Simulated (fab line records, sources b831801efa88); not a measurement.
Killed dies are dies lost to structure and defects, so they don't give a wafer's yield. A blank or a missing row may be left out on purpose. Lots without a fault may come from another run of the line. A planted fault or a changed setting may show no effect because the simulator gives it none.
Problem report in the 8D (eight disciplines) form, filled by code | flow gf180mcu | the parts of the form that need people (team, actions taken, sign-off) are left out

1. THE PROBLEM
chamber_pressure_Torr at GF_V2_CVD_23 reads a mean of 42.54 Torr on 6 wafers of 2 lots; wafers without a fault read 39.99 Torr with a standard deviation of 0.1. That is +26 standard deviations from the usual mean.
The step: deposits W, target thk 350 nm, time 104.94 s.
First seen on wafer L927.1, day 21 15:28, on cvd_w-02. The record holds 18 wafers of 6 lots with a number at this step. Rule for "out", or "out of limits": more than 4 standard deviations from the usual mean. The other wafers with a number count as sound.

2. WHAT IT IS AND WHAT IT IS NOT
question                    | is                     | is not
which readings at this step | chamber_pressure_Torr  | heater_power_w
which lots                  | L927, L929             | L926, L939, L941, L945
which wafers of those lots  | all that have a number | -
read on which tools         | cvd_w-02               | cvd_w-01
when                        | from day 21 15:28      | up to then (3 sound wafers); but 9 sound wafers of L939, L941, L945 came after

3. SUSPECTS, AND WHAT RULES EACH OUT
Counting: a tool at a process step up to the reading stays a suspect if it ran every lot that is out and no sound lot after the first of them.
- plasma_asher-04 at GF_V2_STRIP_18 (strips in O2/N2): ruled out as a lasting fault. Sound lots L941 ran on it after its first lot that is out, L927 (day 21 14:47).
- pvd_sputter-02 at GF_V2_SPUTTER_21 (material Ti, target thk 15 nm, time 80.02 s): kept. It ran every lot that is out, first L927 (day 21 15:22), and no sound lot after that; its last sound lot up to then is L926 (day 21 04:43).
- pvd_sputter-02 at GF_V2_SPUTTER_22 (material TiN, target thk 10 nm, time 40 s): kept. It ran every lot that is out, first L927 (day 21 15:25), and no sound lot after that; its last sound lot up to then is L926 (day 21 04:47).
- cvd_w-02 at GF_V2_CVD_23 (deposits W, target thk 350 nm, time 104.94 s): ruled out as a lasting fault. Sound lots L939, L941 ran on it after its first lot that is out, L927 (day 21 15:28).
Left after counting: pvd_sputter-02 at GF_V2_SPUTTER_21, pvd_sputter-02 at GF_V2_SPUTTER_22.

4. THE CAUSE (what the simulator had put in)
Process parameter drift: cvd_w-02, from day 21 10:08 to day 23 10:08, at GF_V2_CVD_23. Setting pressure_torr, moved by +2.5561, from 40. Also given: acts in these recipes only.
Counting ruled it out, wrongly.

5. THE CHAIN OF EFFECTS, in route order
Each row: a reading whose mean over the struck wafers that have a number lies more than 3 standard deviations from the usual. Only readings for which the record gives a usual standard deviation are gone through. hours: the time from each lot's start at the first step in this table that gives one to its start at this step, as a median over the lots. sigmas: the change in usual standard deviations.
hours | step              | reading               | usual      | on struck wafers | change | sigmas
0     | GF_V2_CVD_23      | chamber_pressure_Torr | 39.99 Torr | 42.54            | +2.55  | +26
0     | GF_V2_THK_MEAS_25 | V2_W_THK              | 361 nm     | 384              | +23    | +3.0
The process steps in it:
- GF_V2_CVD_23: deposits W, target thk 350 nm, time 104.94 s.
Later measuring or inspecting steps at which every struck wafer that the step has a row for has a number for every such reading, and none has moved that far: GF_V2_RS_MEAS_24.

6. WHAT WOULD HAVE CAUGHT IT SOONER
In this record the first reading out of limits was taken at day 21 15:28, 5 hours after the fault began at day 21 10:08.
